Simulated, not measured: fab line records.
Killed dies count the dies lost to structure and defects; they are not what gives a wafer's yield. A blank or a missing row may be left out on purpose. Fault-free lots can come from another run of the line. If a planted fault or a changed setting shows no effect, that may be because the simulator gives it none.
Matching of chambers | flow sky130 | SKY_FIELD_ISO_ETCH_17 on rieSi-02 has 4 sister chambers
The step etches Si in HBr/Cl2/O2, target depth 342 nm, time 97.7 s. 14 wafers are shown with their chamber, then 7 later ones without.

## WAFERS, EACH WITH ITS CHAMBER
wafer  | chamber | oesProductAu (a.u.) | throttleValvePct (%)
L958.2 | 1       | 0.980               | 25.669
L958.4 | 3       | 1.002               | 25.646
L958.5 | 0       | 0.992               | 25.664
L959.1 | 3       | 1.008               | 25.661
L959.3 | 2       | 1.003               | 25.664
L959.5 | 2       | 0.998               | 25.649
L963.2 | 0       | 1.002               | 25.660
L963.4 | 2       | 1.006               | 25.639
L963.6 | 1       | 0.990               | 25.678
L964.2 | 2       | 1.007               | 25.653
L964.4 | 3       | 1.000               | 25.656
L964.5 | 1       | 0.987               | 25.658
L967.3 | 3       | 0.991               | 25.657
L967.5 | 1       | 0.976               | 25.663

SIGNATURES (means of the wafers above)
reading          | chamber 0 | chamber 1 | chamber 2 | chamber 3 | scatter within a chamber
oesProductAu     | 0.99700   | 0.98325   | 1.00350   | 1.00025   | 0.00609
throttleValvePct | 25.66200  | 25.66700  | 25.65125  | 25.65500  | 0.0082
Rule: for a wafer and a chamber, the distance is found by dividing, reading by reading, the gap between the wafer's reading and the chamber's mean by the reading's scatter, squaring, summing and taking the root. The wafer belongs to the nearest chamber; if the next one is less than 2 further off, it can't be placed. The scatter: the root of (the sum of the squares of (reading less its chamber's mean) over the shown wafers, divided by (wafers less chambers)).

## WAFERS WITH NO CHAMBER GIVEN
wafer  | oesProductAu (a.u.) | throttleValvePct (%)
L967.6 | 1.023               | 25.640
L968.1 | 0.997               | 25.655
L968.3 | 0.979               | 25.668
L968.4 | 0.988               | 25.648
L980.3 | 0.985               | 25.657
L980.5 | 1.005               | 25.646
L980.6 | 1.000               | 25.646

## EACH ONE'S CHAMBER
wafer  | from the rows above               | in truth
L967.6 | can't be placed: 2 or 3 or 0      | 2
L968.1 | can't be placed: 3 or 0 or 2      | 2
L968.3 | 1                                 | 1
L968.4 | can't be placed: 3 or 0 or 1 or 2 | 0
L980.3 | can't be placed: 1 or 0 or 3 or 2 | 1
L980.5 | can't be placed: 2 or 3 or 0      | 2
L980.6 | can't be placed: 2 or 3 or 0      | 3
Correct placement for 1 of the 7. Not placeable from these rows: 6 (in 6, the candidates include the true chamber). 0 placed wrongly.
